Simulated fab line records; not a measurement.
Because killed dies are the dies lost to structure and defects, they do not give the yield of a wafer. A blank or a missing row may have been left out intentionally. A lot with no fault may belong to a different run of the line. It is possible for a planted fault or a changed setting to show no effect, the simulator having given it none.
A lot that was struck, set against a sound lot    flow sky130    16 steps out of a route of 708
Sound: these wafers, L329.1, L329.3, L329.4. Struck: wafers L344.2, L344.6. (L344.3 of the same lot was not struck and is left out.) The cause comes at the end.
Each step with rows lists, per side, the tool, then ch with its chambers, then its first start. Under that, the readings that differ: sound wafers    struck wafers    difference of the means    sigmas: that difference in standard deviations of wafers without a fault.
alike: a reading whose means differ by less than 2 such deviations, as well as words and numbers matching on both sides. not compared: withheld readings; readings where some wafer has no value; bounds like >300 that might hide an equal value; numbers whose values overlap and for which the record gives no deviation.
A row with sigmas, a row that says differs or no value, or rows on one side alone: a step with any of these is where the two part. Numbers that have no deviation but don't overlap get no sigmas and don't part them. A reading that every wafer of one side lacks parts them only if that side has two wafers or more.

first, 3 steps without rows for these wafers: SKY_METAL1_EXPOSE_12 (exposes mask MM1, target cd 140 nm); SKY_METAL1_PEB_13; SKY_METAL1_DEVELOP_14 (develop time 60 s).
SKY_METAL1_CD_MEAS_15: the cd target is 140 nm.
  sound: cd_sem-02 at day 34 01:31; struck: cd_sem-01 at day 39 08:11
reading     sound              struck       difference  sigmas
cd_nm (nm)  142.0 142.5 142.2  138.2 138.6  -3.8        -3
SKY_METAL1_OVL_MEAS_16:
  sound: overlay-01 at day 34 01:38; struck: overlay-01 at day 39 08:18
  alike: METAL1_OVL
SKY_METAL1_DESCUM_17: chemistry O2, time 8 s.
  sound on rie_metal-04 ch 0, day 34 01:40; struck on rie_metal-01 ch 0, day 39 08:20
  alike: drypump_motor_current_A, oes_product_au
  not compared: rf_hours_counter_h
SKY_METAL1_ETCH_18: etches BARC in N2/H2, stops on SiO2, time 45.9 s, target depth 60 nm.
  sound on rie_metal-04 ch 0, day 34 01:44; struck on rie_metal-01 ch 0, day 39 08:22
reading                sound              struck       difference  sigmas
oes_product_au (a.u.)  0.860 0.863 0.853  0.853 0.845  -0.010      -2
  alike: drypump_motor_current_A, h2_flow_sccm, throttle_valve_pct
  not compared: rf_hours_counter_h
SKY_METAL1_METAL_ETCH_19: etches the open film in Cl2/BCl3, stops on SiO2, target depth 360 nm, time 78 s.
  sound on rie_metal-04 ch 0, day 34 01:52; struck on rie_metal-01 ch 0, day 39 08:26
  alike: drypump_motor_current_A, oes_product_au, throttle_valve_pct
  not compared: rf_hours_counter_h
SKY_METAL1_STRIP_20: strips in O2/N2.
  sound on plasma_asher-02 ch 0,1, day 34 02:02; struck on plasma_asher-02 ch 0, day 39 08:31
  alike: drypump_motor_current_A, oes_product_au, strip_time_to_endpoint_s
  not compared: rf_hours_counter_h
then, 3 steps without rows for these wafers: SKY_METAL1_STRIP_21 (strips in post etch residue remover, time 1200 s); SKY_METAL1_CLEAN_22 (cleans in IPA, time 180 s); SKY_METAL1_CLEAN_23 (cleans in O3/DIW).
SKY_VIA1_HDPCVD_00: deposits SiO2, target thk 1030 nm, time 171.7 s.
  sound on hdpcvd-02 ch 0,1,2, day 34 02:38; struck on hdpcvd-02 ch 0, day 39 09:07
reading                                   sound              struck       difference  sigmas
sih4_flow_sccm (sccm)                     59.87 60.13 59.96  30.10 30.10  -29.89      -99 or more
model.SiO2_of_VIA1_HDPCVD_00.thk_nm (nm)  1042 1030 1032     510.1 515.8  -521.7      
SKY_VIA1_THK_MEAS_01:
  sound: film_metro-04 at day 34 02:45; struck: film_metro-01 at day 39 09:14
reading               sound           struck   difference  sigmas
VIA1_HDPCVD_THK (nm)  1042 1030 1031  510 516  -521        -52
SKY_VIA1_CMP_02: polishes SiO2.
  sound on cmp-01 ch 0,2,3, day 34 02:49; struck on cmp-02 ch 1, day 39 09:17
  alike: motor_current_A
-- the record jumps here: 11 days lie between the struck wafers' starts before and after (it left off in module VIA1 and takes up again in module PAD_OPEN, whose first step shown is number 708 of the route) --
SKY_PAD_OPEN_PROBE_99:
  sound: prober-02 at day 46 22:13; struck: prober-02 at day 50 11:47
reading                                sound               struck        difference  sigmas
model.etest.tester.sort_n_pass         411 421 399         233 255       -166        
model.etest.tester.sort_yield_pct (%)  83.54 85.57 81.1    47.36 51.83   -33.81      
model.etest.tester.sort_bin_3_pct (%)  0.2033 1.22 0.6098  35.77 31.5    +32.96      
model.etest.met2_comb.leak_log10_a_um  -11.96 -12 -12.08   -7.239 -7.26  +4.764      
  alike: defect_limited_yield, killed_at_M0_to_M3, killed_at_M4_up, killed_at_contacts, killed_at_front_end, killed_at_other, killed_dies, killed_open, killed_short

== WHERE THEY PART ==
First at SKY_METAL1_CD_MEAS_15; last, within this record, at SKY_VIA1_THK_MEAS_01. Later steps at which nothing parts them and some readings are alike: SKY_VIA1_CMP_02, SKY_PAD_OPEN_PROBE_99.

WHY: whatever the simulator had introduced
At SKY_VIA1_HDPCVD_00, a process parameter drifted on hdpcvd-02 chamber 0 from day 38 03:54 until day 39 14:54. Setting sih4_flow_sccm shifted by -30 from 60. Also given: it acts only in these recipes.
